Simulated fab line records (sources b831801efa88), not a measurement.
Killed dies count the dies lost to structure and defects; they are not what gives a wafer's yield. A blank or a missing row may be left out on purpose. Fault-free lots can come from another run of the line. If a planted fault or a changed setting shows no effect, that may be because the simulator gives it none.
8D (eight disciplines) problem report, filled in by code | flow sfq_line | the parts of the form that need people (team, actions taken, sign-off) are left out

== 1. PROBLEM STATEMENT ==
Mean of cathode_dc_power_W at SFQ_TRILAYER_M1_DEP_SPUTTER_037: 2077.7 W across 6 wafers in 2 lots; on wafers with no fault it is 2000.0 W (standard deviation 0.35). So: +99 or more standard deviations from the usual mean.
The step: material Nb, target thk 200 nm, time 133.3 s.
Seen first at day 13 05:19 on pvd_sputter-05, wafer L685.3. Wafers with a number at this step in the record: 42, from 14 lots. By rule, "out" or "out of limits" means more than 4 standard deviations away from the usual mean. The other wafers with a number count as sound.

== 2. WHAT IT IS; WHAT IT IS NOT ==
question                    | is                     | is not
which readings at this step | cathode_dc_power_W     | throttle_valve_pct
which lots                  | L685, L686             | L678, L680, L681, L688, L693, L694, L696, L697, L698, L699, L700, L701
which wafers of those lots  | all that have a number | -
read on which tools         | pvd_sputter-05         | pvd_sputter-03, pvd_sputter-06
when                        | from day 13 05:19      | up to then (9 sound wafers); but 27 sound wafers of L688, L693, L694, L696, L697, L698, L699, L700, L701 came after

== 3. THE SUSPECTS, EACH WITH WHAT RULES IT OUT ==
Counting: any tool at a process step up to the reading is kept as a suspect provided that every lot that is out went through it and no sound lot did after the first of them.
- pvd_sputter-05 at SFQ_TRILAYER_M1_DEP_SPUTTER_037 (material Nb, target thk 200 nm, time 133.3 s): kept. All lots that are out passed through it, beginning with L685 at day 13 05:19, and no sound lot followed; its final sound lot before that point was L681 at day 11 08:05. Its own cathode_dc_power_W readings are out on those wafers.
Remaining after the count: pvd_sputter-05 at SFQ_TRILAYER_M1_DEP_SPUTTER_037.

== 4. THE CAUSE (what the simulator had put in) ==
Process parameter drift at SFQ_TRILAYER_M1_DEP_SPUTTER_037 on pvd_sputter-05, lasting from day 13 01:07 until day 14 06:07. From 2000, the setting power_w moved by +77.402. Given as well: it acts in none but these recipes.
The count eliminated every tool but this one.

== 5. SEQUENCE OF EFFECTS, ordered by route ==
Rows list readings where the struck wafers' mean (over those with a number) sits beyond 3 standard deviations from the usual. Only readings whose record carries a usual standard deviation are examined. hours: median over the lots of the time between each lot's start at the first step of this table that gives one and its start at this step. sigmas: the change, counted in usual standard deviations.
hours | step                            | reading            | usual    | on struck wafers | change | sigmas
0     | SFQ_TRILAYER_M1_DEP_SPUTTER_037 | cathode_dc_power_W | 2000.0 W | 2077.7           | +77.7  | +99 or more
Here are the process steps it includes:
- SFQ_TRILAYER_M1_DEP_SPUTTER_037: material Nb, target thk 200 nm, time 133.3 s.

== 6. HOW IT WOULD HAVE BEEN CAUGHT EARLIER ==
The fault began at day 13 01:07; the first out-of-limits reading in this record came at day 13 05:19, 4 hours later.
